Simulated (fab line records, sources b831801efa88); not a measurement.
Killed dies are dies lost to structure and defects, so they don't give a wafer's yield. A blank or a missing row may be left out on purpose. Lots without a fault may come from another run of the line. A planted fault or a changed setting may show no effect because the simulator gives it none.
fab line records | flow sky130
record lots=7 wafers=21 last_day=49
route steps=708 shown VIA4@644 PAD_OPEN@708
lots that met no fault: from a run of the same line without faults
start_h: hours from the record's first day to the start of the lot's first wafer shown | wait_h: hours since the lot's step before | " the same as in the row above | L1.1+2: a row that stands for several wafers | - no value, or no start given | * or withheld: withheld | < > ~ a bound
route shown NAME@n: a module of which the file shows steps, and the number in the route of the first | usual: mean/standard deviation of fault-free wafers | same: alike in all rows | chamber/n: place in a boat | sites: the reading at each site | _std_site: their standard deviation | _edge_site: outer sites' mean less inner sites' | radius_mm: how far each site lies from the wafer's centre | mask NAME#n: copy n | behind: the tool/chamber that last shaped the wafer | hold: why the lot was held/for how many hours/how that ended | device: the transistor (n, p or np) that didn't switch | end of line: the same wafers' tests at the end of the route | a step without rows: its recipe alone | killed: dies lost to structure and defects at the first sort, not the wafer's yield | map: a wafer's dies, x killed, . not, _ none there
set.NAME: the setting as run; set.NAME@STEP: as run at that earlier step | model.NAME: the simulator's own value behind a step, which no gauge read
lots at some steps of the route; a table a step, a row a wafer
services: from which hour (start_h, from the record's first day; less than 0 if before it) a tool's chamber was out of use, for how many hours, and why
## steps
# step SKY_VIA4_HMDS_05
# recipe prime_time_s=60 prime_temp_c=120
# step SKY_VIA4_COAT_06
# recipe resist=NOVOLAK spin_rpm=3000 resist_thk_nm=1140
# step SKY_VIA4_SOFTBAKE_07
# recipe temp_c=90 time_s=60 resist=NOVOLAK
# step SKY_VIA4_EXPOSE_08
# recipe mask_id=VIM4 na=0.6 source_shape=conventional sigma_outer=0.6 polarization=unpolarized target_cd_nm=800 dose_mj=132
# step SKY_VIA4_PEB_09
# recipe temp_c=withheld time_s=* resist=NOVOLAK
# step SKY_VIA4_DEVELOP_10
# recipe resist=NOVOLAK developer=TMAH develop_time_s=60 dev_temp_c=23
# step SKY_VIA4_OVL_MEAS_11
# usual VIA4_OVL=-0.6/1.3
# columns lot.wafer tool chamber start_h wait_h VIA4_OVL[nm]
L865.1 overlay-02 - 1005.74 0.1 -0.8
L865.3 " - " " -1.0
L865.4 " - " " -0.9
L867.1 overlay-01 - 1020.96 0.2 -2.2
L867.3 " - " " -4.7
L867.5 " - " " -1.4
L869.1 overlay-02 - 1052.33 0.1 -2.0
L869.2 " - " " 0.0
L869.6 " - " " -1.4
L873.2 overlay-02 - 1061.08 0.1 -0.5
L873.3 " - " " 0.6
L873.4 " - " " -1.9
L876.1 overlay-01 - 1082.73 0.1 0.2
L876.2 " - " " -1.3
L876.6 " - " " -0.4
L877.2 overlay-02 - 1089.13 0.1 -0.9
L877.3 " - " " -0.4
L877.5 " - " " 2.7
L881.2 overlay-02 - 1109.71 0.1 0.4
L881.4 " - " " -0.1
L881.6 " - " " -0.3
# step SKY_VIA4_ETCH_12
# recipe target=SiO2 chemistry=C4F8/O2/Ar stop_on=TiN mask_material=NOVOLAK source_w=1500 bias_w=1200 pressure_mtorr=40 c4f8_flow_sccm=withheld O2_flow_sccm=6 Ar_flow_sccm=300 time_s=withheld target_depth_a=5800
# usual oes_product_au=0.926/0.0043
# columns lot.wafer tool chamber start_h wait_h oes_product_au
L865.1 rie_diel-02 2 1005.77 0.0 0.922
L865.3 " 3 " " 0.929
L865.4 " 1 " " 0.930
L867.1 rie_diel-01 1 1020.99 0.0 0.929
L867.3 " 3 " " 0.932
L867.5 " 3 " " 0.923
L869.1 rie_diel-01 2 1052.36 0.0 0.932
L869.2 " 3 " " 0.924
L869.6 " 3 " " 0.923
L873.2 rie_diel-04 2 1061.11 0.0 0.927
L873.3 " 1 " " 0.929
L873.4 " 0 " " 0.920
L876.1 rie_diel-02 0 1082.76 0.0 0.922
L876.2 " 2 " " 0.930
L876.6 " 3 " " 0.919
L877.2 rie_diel-02 0 1089.16 0.0 0.927
L877.3 " 3 " " 0.926
L877.5 " 1 " " 0.933
L881.2 rie_diel-01 0 1109.74 0.0 0.926
L881.4 " 0 " " 0.935
L881.6 " 1 " " 0.924
# step SKY_VIA4_STRIP_13
# recipe chemistry=O2/N2 power_w=1400 pressure_mtorr=1500 platen_temp_c=withheld o2_flow_sccm=3000 n2_flow_sccm=300 overash_fraction=0.5
# usual drypump_motor_current_A=5.6/0.32 oes_product_au=0.709/0.0045 strip_time_to_endpoint_s=12.81/0.033
# columns lot.wafer tool chamber start_h wait_h drypump_motor_current_A oes_product_au rf_hours_counter_h strip_time_to_endpoint_s
L865.1 plasma_asher-04 1 1005.85 - 5.6 0.721 26 12.81
L865.3 " 0 " " 5.4 0.708 - 12.79
L865.4 " 1 " " 5.6 0.700 - 12.79
L867.1 plasma_asher-04 1 1021.06 - 5.6 0.702 27 12.80
L867.3 " 0 " " 5.4 0.706 - 12.78
L867.5 " 0 " " 5.5 0.707 - 12.79
L869.1 plasma_asher-04 0 1052.44 - 5.4 0.706 30 12.77
L869.2 " 1 " " 5.6 0.698 30 12.80
L869.6 " 0 " " 5.4 0.709 - 12.81
L873.2 plasma_asher-03 0 1061.19 - 6.0 0.710 90 12.81
L873.3 " 0 " " 6.0 0.706 - 12.81
L873.4 " 1 " " 5.7 0.707 - 12.79
L876.1 plasma_asher-03 0 1082.84 - 6.0 0.710 92 12.83
L876.2 " 1 " " 5.7 0.709 92 12.82
L876.6 " 1 " " 5.7 0.710 - 12.79
L877.2 plasma_asher-02 1 1089.24 - 5.7 0.704 68 12.82
L877.3 " 1 " " 5.7 0.706 - 12.80
L877.5 " 1 " " 5.7 0.716 - 12.76
L881.2 plasma_asher-03 1 1109.81 - 5.7 0.698 95 12.82
L881.4 " 0 " " 6.0 0.706 - 12.79
L881.6 " 1 " " 5.7 0.713 - 12.80
# step SKY_VIA4_STRIP_14
# recipe chemistry=post_etch_residue_remover time_s=1200 temp_c=72.5
# step SKY_VIA4_CLEAN_15
# recipe chemistry=IPA time_s=180 temp_c=25
# step SKY_VIA4_CLEAN_16
# recipe chemistry=O3/DIW dry=n2_spin
# step SKY_VIA4_SPUTTER_17
# recipe material=TiN target_thk_nm=20 chamber_pressure_pa=5 power_w=4000 time_s=80
# usual cathode_dc_power_W=4000.1/0.77 throttle_valve_pct=29.9/0.78
# columns lot.wafer tool chamber start_h wait_h cathode_dc_power_W throttle_valve_pct model.TiN_of_VIA4_SPUTTER_17.thk_nm
L865.1 pvd_sputter-04 - 1006.47 0.0 3999.1 30.8 20.27
L865.3 " - " " 4001.1 30.3 19.95
L865.4 " - " " 4000.0 29.4 20.43
L867.1 pvd_sputter-02 - 1021.70 0.0 3999.6 29.4 20.17
L867.3 " - " " 4000.8 30.4 20.07
L867.5 " - " " 3999.3 30.0 20.54
L869.1 pvd_sputter-02 - 1053.03 0.0 4000.2 30.4 26.11
L869.2 " - " " 3999.5 30.6 25.86
L869.6 " - " " 3999.9 30.3 26.28
L873.2 pvd_sputter-02 - 1061.81 0.0 3999.6 29.3 26.03
L873.3 " - " " 4000.3 30.5 25.96
L873.4 " - " " 3998.1 30.1 26.43
L876.1 pvd_sputter-04 - 1083.46 0.0 3999.7 30.3 19.92
L876.2 " - " " 3999.4 30.2 19.97
L876.6 " - " " 4001.1 30.1 20.16
L877.2 pvd_sputter-02 - 1089.85 0.0 3998.6 29.1 25.5
L877.3 " - " " 3999.7 30.4 25.77
L877.5 " - " " 4000.0 30.1 25.87
L881.2 pvd_sputter-03 - 1110.40 0.0 4000.2 29.2 19.76
L881.4 " - " " 4000.6 30.7 19.68
L881.6 " - " " 3998.8 28.9 19.73
# step SKY_VIA4_CVD_18
# recipe material=W target_thk_nm=505 time_s=152.14 temp_c=400 pressure_torr=40
# usual chamber_pressure_Torr=39.99/0.097 heater_power_w=906/97
# columns lot.wafer tool chamber start_h wait_h chamber_pressure_Torr heater_power_w
L865.1 cvd_w-01 0 1006.53 0.0 40.00 784
L865.3 " 0 " " 39.83 761
L865.4 " 1 " " 39.89 857
L867.1 cvd_w-02 0 1021.76 0.0 40.06 1037
L867.3 " 0 " " 40.07 1038
L867.5 " 1 " " 39.88 874
L869.1 cvd_w-02 1 1053.09 0.0 40.05 878
L869.2 " 0 " " 39.91 1057
L869.6 " 0 " " 40.00 1055
L873.2 cvd_w-02 0 1061.87 0.0 40.12 1060
L873.3 " 0 " " 40.00 1058
L873.4 " 1 " " 40.02 875
L876.1 cvd_w-02 0 1083.52 0.0 39.98 1029
L876.2 " 1 " " 40.03 898
L876.6 " 0 " " 39.89 1032
L877.2 cvd_w-01 1 1089.91 0.0 39.94 881
L877.3 " 0 " " 39.98 797
L877.5 " 0 " " 40.01 778
L881.2 cvd_w-02 1 1110.46 0.0 39.99 895
L881.4 " 0 " " 39.99 1045
L881.6 " 0 " " 40.05 1042
# step SKY_PAD_OPEN_PROBE_99
# usual defect_limited_yield=82.9/2 killed_at_M0_to_M3=42/7.4 killed_at_M4_up=3.3/2.1 killed_at_contacts=24/5.3 killed_at_front_end=15/4.5 killed_at_other=0.3/0.57 killed_dies=84/10 killed_open=46/7.5 killed_short=38/6.4 sort_bin_3_pad_short=0.9/0.44 sort_bin_5_function=10.2/1.5 sort_bin_6_memory=6.0/1.1 sort_n_pass=408/10 sort_yield_pct=82.9/2
# same gross_dies=492 killed_at_back_side=0 sort_bin_4_leakage[%]=0 sort_bin_8_speed[%]=0
# columns lot.wafer tool chamber start_h wait_h defect_limited_yield[%] killed_at_M0_to_M3 killed_at_M4_up killed_at_contacts killed_at_front_end killed_at_other killed_dies killed_open killed_short sort_bin_3_pad_short[%] sort_bin_5_function[%] sort_bin_6_memory[%] sort_n_pass sort_yield_pct[%]
L865.1 prober-01 - 1075.59 0.1 81.3 42 10 26 14 0 92 54 38 0.6 10.6 7.5 400 81.3
L865.3 prober-01 - 1075.69 0.2 80.5 42 6 26 22 0 96 59 35 0.6 12.4 6.5 396 80.5
L865.4 prober-01 - 1075.74 0.2 85.4 30 4 23 15 0 72 41 31 0.4 8.5 5.7 420 85.4
L867.1 prober-01 - 1091.25 0.1 79.5 42 4 31 24 0 101 55 46 1.2 11.8 7.5 391 79.5
L867.3 prober-01 - 1091.35 0.2 85.4 39 0 25 8 0 72 41 31 1.0 9.6 4.1 420 85.4
L867.5 prober-01 - 1091.45 0.2 84.3 40 3 21 12 1 77 44 33 0.6 8.9 6.1 415 84.3
L869.1 prober-01 - 1118.94 0.1 84.8 41 6 20 6 2 75 41 34 0.8 10.6 3.9 417 84.8
L869.2 prober-01 - 1118.99 0.1 79.3 51 5 26 20 0 102 51 51 1.4 13.2 6.1 390 79.3
L869.6 prober-01 - 1119.19 0.2 82.5 44 8 21 12 1 86 41 45 2.0 11.0 4.5 406 82.5
L873.2 prober-02 - 1126.95 0.1 83.9 48 3 21 7 0 79 40 39 0.8 9.3 5.9 413 83.9
L873.3 prober-02 - 1127.00 0.2 83.9 31 2 29 17 0 79 46 33 0.8 9.1 6.1 413 83.9
L873.4 prober-02 - 1127.05 0.2 82.3 50 1 18 18 0 87 45 42 0.4 10.6 6.7 405 82.3
L876.1 prober-02 - 1147.41 0.1 84.1 50 0 20 8 0 78 44 34 1.2 7.9 6.7 414 84.1
L876.2 prober-02 - 1147.46 0.1 85.4 48 3 14 6 1 72 27 45 1.2 8.7 4.7 420 85.4
L876.6 prober-02 - 1147.66 0.2 81.7 44 4 21 21 0 90 42 48 1.6 8.7 7.9 402 81.7
L877.2 prober-02 - 1153.21 0.1 83.3 41 3 23 15 0 82 52 30 0.2 11.4 5.1 410 83.3
L877.3 prober-02 - 1153.26 0.2 83.5 34 5 22 20 0 81 40 41 1.0 10.6 4.9 411 83.5
L877.5 prober-02 - 1153.36 0.2 83.9 41 3 16 19 0 79 44 35 0.2 10.6 5.3 413 83.9
L881.2 prober-02 - 1170.32 0.1 82.7 43 2 22 18 0 85 43 40 0.4 9.1 7.7 407 82.7
L881.4 prober-02 - 1170.42 0.2 83.7 48 1 22 9 0 80 40 40 0.8 9.1 6.3 412 83.7
L881.6 prober-02 - 1170.52 0.2 79.7 57 3 27 13 0 100 55 44 1.0 12.6 6.7 392 79.7
# killed by level:class
L865.1 LI_CONTACT:geometric_particle:open=10 VIA3:geometric_particle:open=10 VIA1:geometric_particle:open=8 VIA2:geometric_particle:open=8 METAL4:geometric_particle:short=8 CONTACT:geometric_particle:open=7 POLY_GATE:geometric_particle:open=6 VIA1:geometric_particle:short=5
L865.3 VIA1:geometric_particle:open=12 CONTACT:geometric_particle:open=9 VIA3:geometric_particle:open=8 LI_CONTACT:geometric_particle:open=7 POLY_GATE:geometric_particle:open=6 LOCAL_INTERCONNECT:geometric_particle:short=6 METAL4:geometric_particle:short=6 FIELD_ISO:geometric_particle:open=5
L865.4 LI_CONTACT:geometric_particle:open=9 VIA1:geometric_particle:open=9 FIELD_ISO:geometric_particle:short=6 FIELD_ISO:geometric_particle:open=5 CONTACT:geometric_particle:short=5 CONTACT:geometric_particle:open=5 VIA2:geometric_particle:short=3 METAL4:geometric_particle:open=3
L867.1 CONTACT:geometric_particle:open=11 LI_CONTACT:geometric_particle:open=8 VIA1:geometric_particle:open=8 POLY_GATE:geometric_particle:short=6 VIA2:geometric_particle:short=6 VIA3:geometric_particle:open=6 FIELD_ISO:geometric_particle:open=5 CONTACT:geometric_particle:short=5
L867.3 VIA1:geometric_particle:open=11 VIA3:geometric_particle:open=7 CONTACT:geometric_particle:open=7 LI_CONTACT:geometric_particle:open=6 CONTACT:geometric_particle:short=6 METAL2:geometric_particle:short=5 LOCAL_INTERCONNECT:geometric_particle:short=4 METAL1:geometric_particle:short=4
L867.5 VIA1:geometric_particle:open=10 LI_CONTACT:geometric_particle:open=7 CONTACT:geometric_particle:short=7 CONTACT:geometric_particle:open=7 VIA3:geometric_particle:open=5 VIA1:geometric_particle:short=5 VIA3:geometric_particle:short=4 METAL1:geometric_particle:short=4
L869.1 LI_CONTACT:geometric_particle:open=8 VIA2:geometric_particle:open=8 VIA1:geometric_particle:open=8 CONTACT:geometric_particle:open=6 VIA2:geometric_particle:short=6 LOCAL_INTERCONNECT:geometric_particle:short=4 VIA3:geometric_particle:short=3 METAL1:geometric_particle:short=3
L869.2 CONTACT:geometric_particle:open=11 VIA1:geometric_particle:open=10 METAL1:geometric_particle:short=9 VIA2:geometric_particle:open=8 VIA3:geometric_particle:open=7 FIELD_ISO:geometric_particle:short=6 LI_CONTACT:geometric_particle:short=6 VIA1:geometric_particle:short=6
L869.6 CONTACT:geometric_particle:open=9 METAL1:geometric_particle:short=8 VIA1:geometric_particle:open=8 VIA3:geometric_particle:open=7 VIA1:geometric_particle:short=7 METAL4:geometric_particle:short=6 LI_CONTACT:geometric_particle:open=5 FIELD_ISO:geometric_particle:short=4
L873.2 METAL2:geometric_particle:short=11 VIA1:geometric_particle:open=9 CONTACT:geometric_particle:open=7 VIA2:geometric_particle:open=7 VIA3:geometric_particle:short=6 LI_CONTACT:geometric_particle:open=5 LOCAL_INTERCONNECT:geometric_particle:short=5 VIA3:geometric_particle:open=5
L873.3 LI_CONTACT:geometric_particle:open=9 CONTACT:geometric_particle:open=8 FIELD_ISO:geometric_particle:open=6 LOCAL_INTERCONNECT:geometric_particle:short=5 VIA2:geometric_particle:open=5 VIA3:geometric_particle:open=5 VIA1:geometric_particle:short=4 POLY_GATE:geometric_particle:short=4
L873.4 VIA1:geometric_particle:open=10 VIA3:geometric_particle:open=8 LI_CONTACT:geometric_particle:open=7 METAL1:geometric_particle:short=7 CONTACT:geometric_particle:open=6 VIA3:geometric_particle:short=5 FIELD_ISO:geometric_particle:short=4 METAL2:geometric_particle:short=4
L876.1 VIA1:geometric_particle:open=13 VIA2:geometric_particle:open=9 CONTACT:geometric_particle:open=8 METAL1:geometric_particle:short=7 METAL2:geometric_particle:short=6 POLY_GATE:geometric_particle:short=5 LI_CONTACT:geometric_particle:open=4 VIA3:geometric_particle:open=4
L876.2 VIA1:geometric_particle:open=11 VIA2:geometric_particle:open=7 METAL1:geometric_particle:short=7 CONTACT:geometric_particle:short=6 VIA2:geometric_particle:short=5 VIA1:geometric_particle:short=4 METAL3:geometric_particle:short=4 VIA3:geometric_particle:short=4
L876.6 VIA1:geometric_particle:open=9 LI_CONTACT:geometric_particle:open=7 METAL1:geometric_particle:short=7 FIELD_ISO:geometric_particle:short=6 METAL2:geometric_particle:short=6 VIA1:geometric_particle:short=5 POLY_GATE:geometric_particle:short=5 CONTACT:geometric_particle:open=5
L877.2 CONTACT:geometric_particle:open=14 VIA1:geometric_particle:open=9 POLY_GATE:geometric_particle:open=7 METAL1:geometric_particle:short=7 METAL2:geometric_particle:short=6 VIA2:geometric_particle:open=5 VIA3:geometric_particle:open=4 FIELD_ISO:geometric_particle:short=3
L877.3 VIA3:geometric_particle:open=8 LI_CONTACT:geometric_particle:open=7 FIELD_ISO:geometric_particle:short=6 POLY_GATE:geometric_particle:short=5 CONTACT:geometric_particle:open=5 VIA1:geometric_particle:open=5 LOCAL_INTERCONNECT:geometric_particle:short=4 VIA1:geometric_particle:short=4
L877.5 VIA1:geometric_particle:open=11 VIA3:geometric_particle:open=9 VIA1:geometric_particle:short=6 POLY_GATE:geometric_particle:short=5 CONTACT:geometric_particle:open=5 FIELD_ISO:geometric_particle:open=4 POLY_GATE:geometric_particle:open=4 CONTACT:geometric_particle:short=4
L881.2 CONTACT:geometric_particle:open=9 VIA1:geometric_particle:open=9 METAL1:geometric_particle:short=7 CONTACT:geometric_particle:short=6 VIA2:geometric_particle:open=6 VIA3:geometric_particle:open=6 FIELD_ISO:geometric_particle:open=5 FIELD_ISO:geometric_particle:short=4
L881.4 METAL1:geometric_particle:short=9 VIA1:geometric_particle:open=9 METAL2:geometric_particle:short=9 LI_CONTACT:geometric_particle:open=8 CONTACT:geometric_particle:open=6 VIA2:geometric_particle:open=5 VIA3:geometric_particle:open=5 VIA3:geometric_particle:short=4
L881.6 CONTACT:geometric_particle:open=11 VIA1:geometric_particle:open=10 VIA3:geometric_particle:open=10 LI_CONTACT:geometric_particle:open=8 VIA1:geometric_particle:short=6 METAL2:geometric_particle:short=6 VIA2:geometric_particle:open=5 METAL3:geometric_particle:short=5
## services
# columns tool chamber start_h hours kind
plasma_asher-03 - 986.46 5.3 repair
cvd_w-02 1 1000.94 4.2 repair
plasma_asher-03 - 1011.52 2.3 repair
rie_diel-02 1 1012.89 4.4 repair
rie_diel-04 - 1017.06 0.3 repair
rie_diel-01 0 1018.28 12.3 repair
pvd_sputter-02 - 1037.62 3.0 repair
cvd_w-02 0 1044.20 1.5 repair
rie_diel-01 0 1056.91 7.2 repair
pvd_sputter-03 - 1057.93 12.8 repair
rie_diel-01 - 1059.97 2.8 pm
rie_diel-01 2 1075.00 7.4 repair
pvd_sputter-02 3 1077.40 - consumable_replace:kit
pvd_sputter-02 3 1077.40 18.0 scheduled_down
pvd_sputter-02 3 1077.40 18.0 vent_cycle
pvd_sputter-02 - 1082.27 1.6 repair
rie_diel-02 2 1084.76 - clean
rie_diel-02 2 1084.76 11.5 scheduled_down
rie_diel-02 2 1084.76 11.5 vent_cycle
pvd_sputter-04 - 1092.30 6.6 repair
plasma_asher-02 - 1097.00 2.8 pm
rie_diel-02 3 1099.56 - clean
plasma_asher-04 - 1102.75 0.4 repair
rie_diel-01 2 1104.89 6.5 repair
## key
first_sign none at tools or gauges
model_effect step=SKY_VIA4_SPUTTER_17 value=TiN_of_VIA4_SPUTTER_17.thk_nm without=20.36 struck=25.98
met_at SKY_VIA4_SPUTTER_17
struck_wafers L869.1,L869.2,L869.6,L873.2,L873.3,L873.4,L877.2,L877.3,L877.5
onset_between 1021.70 1053.03
fault kind=process_parameter_drift tool=pvd_sputter-02 chamber=- onset_h=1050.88 steps=SKY_VIA4_SPUTTER_17 channel=target_thk_nm offset=5.6224 shape=step end_h=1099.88 acts_in=these_recipes_only stated=20
